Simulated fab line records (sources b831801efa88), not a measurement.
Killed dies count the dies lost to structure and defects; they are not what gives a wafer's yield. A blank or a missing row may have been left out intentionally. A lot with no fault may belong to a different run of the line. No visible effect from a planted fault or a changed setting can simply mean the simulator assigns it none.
One fault seen from 2 desks	flow gf180mcu	numbers are kept per desk, each desk with only its own; the story behind them comes last

AT THE METROLOGY DESK
What the gauges read for every lot (on any tool): the sampled wafers with a number, averaged. The brackets show how far a lot's mean lies from the usual mean; more than 4 standard deviations puts the lot out of limits, marked OUT.
Columns: A = V3_W_RS at GF_V3_RS_MEAS_24, usual 0.326 ohm/sq; B = V4_CVD_02_THK at GF_V4_THK_MEAS_03, usual 845 nm
lot	first seen here	A	B
L774	day 22 18:35	0.329	862
L776	day 23 06:39	0.331	854
L777	day 23 09:29	0.324	853
L775	day 23 11:47	0.327	853
L778	day 24 03:10	0.326	850
L783	day 25 13:07	0.328	845
L785	day 26 03:41	0.329	843
L790	day 27 22:58	0.322	881
L791	day 28 06:04	0.323	890
L796	day 29 10:35	0.327	828
L797	day 29 14:59	0.328	838
This desk's finding: nothing out of limits on any of the 11 lots.

DESK OF THE TOOL OWNER: pecvd-04
The tool's own readings at GF_V4_CVD_02 (deposits SiO2 from TEOS, target thk 850 nm, time 94.851 s): means of the sampled wafers that have a number, for each lot that ran on this tool. The brackets show how far a lot's mean lies from the usual mean; more than 4 standard deviations puts the lot out of limits, marked OUT.
Columns: A = heater_power_w at GF_V4_CVD_02, usual 644 W; B = rf_fwd_power_W at GF_V4_CVD_02, usual 596.8 W
lot	first seen here	A	B
L774	day 23 18:46	617	596.2
L776	day 24 06:04	645	598.8
L775	day 24 11:19	599	596.8
L783	day 26 11:13	669	595.7
L785	day 27 01:58	638	598.0
L790	day 28 20:13	589	693.5 (+51) OUT
L791	day 29 03:16	602	691.9 (+50) OUT
This desk's finding: out of limits on L790, L791; first on L790, day 28 20:13 (rf_fwd_power_W at GF_V4_CVD_02). L774, L776, L775, L783, L785 stayed within limits.

PUT TOGETHER
An alarm could have come from the tool owner's desk at day 28 20:13, on L790, L791.
At the metrology desk, nothing out of limits was observed.
The metrology desk has L790, L791 on record, within its limits.
GF_V4_CVD_02 was run on pecvd-04 by each of the lots named.

WHAT THE SIMULATOR HAD INSERTED
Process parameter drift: pecvd-04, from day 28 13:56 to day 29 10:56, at GF_V4_CVD_02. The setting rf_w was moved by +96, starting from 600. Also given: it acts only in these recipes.
Lots struck among those shown: L790, L791.
Delay in hours, fault start to first out-of-limits reading, by desk: the tool owner's desk at 6.
